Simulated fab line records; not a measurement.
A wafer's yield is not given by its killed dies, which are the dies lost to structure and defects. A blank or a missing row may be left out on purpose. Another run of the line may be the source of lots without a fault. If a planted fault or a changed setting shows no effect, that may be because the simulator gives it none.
What tool caused it? / flow gf180mcu / 12 lots with 36 wafers sampled at 4 steps, on a route of 602 steps

## WHAT THE GAUGES SHOWED, per wafer
GF_VT_IMPLANT_OVL_MEAS_29.
lot=L534; measured=day 6 18:14; on=overlay-02; VT_IMPLANT_02_OVL (nm)=-0.2 0.4 -1.0
lot=L537; measured=day 7 12:53; on=overlay-01; VT_IMPLANT_02_OVL (nm)=-0.1 -2.4 -2.2
lot=L538; measured=day 7 22:43; on=overlay-01; VT_IMPLANT_02_OVL (nm)=0.1 0.7 0.7
lot=L540; measured=day 8 09:38; on=overlay-02; VT_IMPLANT_02_OVL (nm)=0.6 2.0 1.5
lot=L543; measured=day 9 20:34; on=overlay-02; VT_IMPLANT_02_OVL (nm)=-3.4 -1.1 -1.4
lot=L544; measured=day 9 21:11; on=overlay-01; VT_IMPLANT_02_OVL (nm)=-1.2 -0.5 0.7
lot=L545; measured=day 10 08:05; on=overlay-02; VT_IMPLANT_02_OVL (nm)=1.3 1.0 -0.8
lot=L546; measured=day 10 08:58; on=overlay-01; VT_IMPLANT_02_OVL (nm)=-0.3 0.2 0.0
lot=L552; measured=day 11 18:56; on=overlay-01; VT_IMPLANT_02_OVL (nm)=2.0 0.7 0.9
lot=L555; measured=day 12 13:34; on=overlay-02; VT_IMPLANT_02_OVL (nm)=0.1 -0.3 -1.3
lot=L556; measured=day 12 21:14; on=overlay-01; VT_IMPLANT_02_OVL (nm)=0.7 -0.3 1.7
lot=L557; measured=day 13 04:40; on=overlay-02; VT_IMPLANT_02_OVL (nm)=-3.8 -2.6 -3.0

GF_VT_IMPLANT_RS_MEAS_49: the measuring method here is four-point-probe.
lot=L534; measured=day 7 10:35; on=filmMetro-02; MVPSD_RS (ohm/sq)=1167.2 1164.6 1169.6
lot=L537; measured=day 8 06:52; on=filmMetro-01; MVPSD_RS (ohm/sq)=1170.6 1167.6 1166.2
lot=L538; measured=day 8 15:43; on=filmMetro-01; MVPSD_RS (ohm/sq)=1171.7 1165.8 1167.2
lot=L540; measured=day 9 03:31; on=filmMetro-02; MVPSD_RS (ohm/sq)=1172.6 1170.7 1174.9
lot=L543; measured=day 10 15:04; on=filmMetro-04; MVPSD_RS (ohm/sq)=1169.1 1170.3 1171.0
lot=L544; measured=day 10 16:23; on=filmMetro-01; MVPSD_RS (ohm/sq)=1162.7 1164.6 1165.1
lot=L545; measured=day 11 02:40; on=filmMetro-01; MVPSD_RS (ohm/sq)=1171.1 1165.0 1172.4
lot=L546; measured=day 11 03:56; on=filmMetro-01; MVPSD_RS (ohm/sq)=1168.4 1171.8 1170.5
lot=L552; measured=day 12 15:06; on=filmMetro-02; MVPSD_RS (ohm/sq)=1168.0 1173.3 1171.2
lot=L555; measured=day 13 10:16; on=filmMetro-01; MVPSD_RS (ohm/sq)=1177.8 1176.6 1173.2
lot=L556; measured=day 13 18:26; on=filmMetro-04; MVPSD_RS (ohm/sq)=1179.2 1178.8 1180.8 1181.0 1175.5 1180.8
lot=L557; measured=day 14 01:12; on=filmMetro-02; MVPSD_RS (ohm/sq)=1169.9 1171.4 1170.2

## TOOL THAT RAN EACH LOT (tool first, then ch and the chambers of the sampled wafers, then the start)
lot=L534; GF_MVPSD_IMPLANT_09=implanter-01 ch 0, day 4 23:46; GF_VT_IMPLANT_STRIP_09=plasmaAsher-04 ch 0,1, day 5 13:26
lot=L537; GF_MVPSD_IMPLANT_09=implanter-03 ch 0, day 5 16:47; GF_VT_IMPLANT_STRIP_09=plasmaAsher-04 ch 0,1, day 6 07:02
lot=L538; GF_MVPSD_IMPLANT_09=implanter-02 ch 0, day 6 01:20; GF_VT_IMPLANT_STRIP_09=plasmaAsher-03 ch 0,1, day 6 15:44
lot=L540; GF_MVPSD_IMPLANT_09=implanter-02 ch 0, day 6 10:14; GF_VT_IMPLANT_STRIP_09=plasmaAsher-04 ch 0,1, day 7 01:13
lot=L543; GF_MVPSD_IMPLANT_09=implanter-01 ch 0, day 7 17:58; GF_VT_IMPLANT_STRIP_09=plasmaAsher-02 ch 0,1, day 8 10:43
lot=L544; GF_MVPSD_IMPLANT_09=implanter-02 ch 0, day 7 18:40; GF_VT_IMPLANT_STRIP_09=plasmaAsher-02 ch 0,1, day 8 11:20
lot=L545; GF_MVPSD_IMPLANT_09=implanter-01 ch 0, day 8 04:42; GF_VT_IMPLANT_STRIP_09=plasmaAsher-03 ch 0,1, day 8 21:38
lot=L546; GF_MVPSD_IMPLANT_09=implanter-02 ch 0, day 8 05:10; GF_VT_IMPLANT_STRIP_09=plasmaAsher-04 ch 0,1, day 8 22:03
lot=L552; GF_MVPSD_IMPLANT_09=implanter-03 ch 0, day 9 13:23; GF_VT_IMPLANT_STRIP_09=plasmaAsher-04 ch 0,1, day 10 06:56
lot=L555; GF_MVPSD_IMPLANT_09=implanter-02 ch 0, day 10 06:50; GF_VT_IMPLANT_STRIP_09=plasmaAsher-03 ch 0,1, day 11 00:46
lot=L556; GF_MVPSD_IMPLANT_09=implanter-02 ch 0, day 10 13:14; GF_VT_IMPLANT_STRIP_09=plasmaAsher-03 ch 0,1, day 11 07:38
lot=L557; GF_MVPSD_IMPLANT_09=implanter-01 ch 0, day 10 19:59; GF_VT_IMPLANT_STRIP_09=plasmaAsher-02 ch 0,1, day 11 14:30
- GF_MVPSD_IMPLANT_09
- GF_VT_IMPLANT_STRIP_09: strips in O2/N2.

## WHAT THE TOOLS THEMSELVES READ (means of the sampled wafers that have a number; where no wafer has one, the mark that the record gives instead)
GF_MVPSD_IMPLANT_09.
lot=L534; tool=implanter-01; tiltDeg (degrees)=-0.043
lot=L537; tool=implanter-03; tiltDeg (degrees)=0.018
lot=L538; tool=implanter-02; tiltDeg (degrees)=-0.027
lot=L540; tool=implanter-02; tiltDeg (degrees)=-0.006
lot=L543; tool=implanter-01; tiltDeg (degrees)=0.001
lot=L544; tool=implanter-02; tiltDeg (degrees)=0.023
lot=L545; tool=implanter-01; tiltDeg (degrees)=-0.021
lot=L546; tool=implanter-02; tiltDeg (degrees)=0.014
lot=L552; tool=implanter-03; tiltDeg (degrees)=-0.005
lot=L555; tool=implanter-02; tiltDeg (degrees)=0.010
lot=L556; tool=implanter-02; tiltDeg (degrees)=-0.017
lot=L557; tool=implanter-01; tiltDeg (degrees)=0.010

GF_VT_IMPLANT_STRIP_09.
lot=L534; tool=plasmaAsher-04; chamberPressureMTorr (mTorr)=1501.4; drypumpMotorCurrentA (A)=5.4; heaterPowerW (W)=299; oesProductAu (a.u.)=0.716; stripTimeToEndpointS (s)=12.60
lot=L537; tool=plasmaAsher-04; chamberPressureMTorr (mTorr)=1499.5; drypumpMotorCurrentA (A)=5.1; heaterPowerW (W)=296; oesProductAu (a.u.)=0.711; stripTimeToEndpointS (s)=12.53
lot=L538; tool=plasmaAsher-03; chamberPressureMTorr (mTorr)=1498.9; drypumpMotorCurrentA (A)=6.2; heaterPowerW (W)=334; oesProductAu (a.u.)=0.714; stripTimeToEndpointS (s)=12.54
lot=L540; tool=plasmaAsher-04; chamberPressureMTorr (mTorr)=1500.1; drypumpMotorCurrentA (A)=5.4; heaterPowerW (W)=302; oesProductAu (a.u.)=0.717; stripTimeToEndpointS (s)=12.49
lot=L543; tool=plasmaAsher-02; chamberPressureMTorr (mTorr)=1499.0; drypumpMotorCurrentA (A)=5.8; heaterPowerW (W)=360; oesProductAu (a.u.)=0.717; stripTimeToEndpointS (s)=12.51
lot=L544; tool=plasmaAsher-02; chamberPressureMTorr (mTorr)=1500.1; drypumpMotorCurrentA (A)=5.5; heaterPowerW (W)=363; oesProductAu (a.u.)=0.716; stripTimeToEndpointS (s)=12.52
lot=L545; tool=plasmaAsher-03; chamberPressureMTorr (mTorr)=1499.9; drypumpMotorCurrentA (A)=6.2; heaterPowerW (W)=340; oesProductAu (a.u.)=0.715; stripTimeToEndpointS (s)=12.53
lot=L546; tool=plasmaAsher-04; chamberPressureMTorr (mTorr)=1500.4; drypumpMotorCurrentA (A)=5.1; heaterPowerW (W)=297; oesProductAu (a.u.)=0.718; stripTimeToEndpointS (s)=12.53
lot=L552; tool=plasmaAsher-04; chamberPressureMTorr (mTorr)=1499.7; drypumpMotorCurrentA (A)=5.4; heaterPowerW (W)=306; oesProductAu (a.u.)=0.717; stripTimeToEndpointS (s)=12.50
lot=L555; tool=plasmaAsher-03; chamberPressureMTorr (mTorr)=1499.8; drypumpMotorCurrentA (A)=6.2; heaterPowerW (W)=333; oesProductAu (a.u.)=0.717; stripTimeToEndpointS (s)=12.48
lot=L556; tool=plasmaAsher-03; chamberPressureMTorr (mTorr)=1499.1; drypumpMotorCurrentA (A)=6.2; heaterPowerW (W)=324; oesProductAu (a.u.)=0.714; stripTimeToEndpointS (s)=12.52
lot=L557; tool=plasmaAsher-02; chamberPressureMTorr (mTorr)=1500.7; drypumpMotorCurrentA (A)=5.8; heaterPowerW (W)=360; oesProductAu (a.u.)=0.716; stripTimeToEndpointS (s)=12.58

## THE ANSWER, worked out from the rows above alone
Rule: what is usual is taken from the lots themselves. The widest of any qualifying gaps counts: lots, ordered by their means at a reading, are off when they make up no more than a third of the lots, leave a main group of 4 or more, and stand apart from it by 3 or more times the standard deviation of that group's means. Not used: any main group whose means are identical at the precision the tables above print for the reading. A lot without any number at a reading at which 4 lots or more have one is off too. All remaining lots with rows at the step are treated as sound. First the gauges in route order, then the tools' own readings, where a lot's mean is used as printed above. The first step at which some lot is off is used, and at that step the reading that is off furthest; a lot without a number counts as furthest.
No lot is off on any of the readings shown, so nothing can be concluded from this.

## WHAT THE SIMULATOR PUT IN
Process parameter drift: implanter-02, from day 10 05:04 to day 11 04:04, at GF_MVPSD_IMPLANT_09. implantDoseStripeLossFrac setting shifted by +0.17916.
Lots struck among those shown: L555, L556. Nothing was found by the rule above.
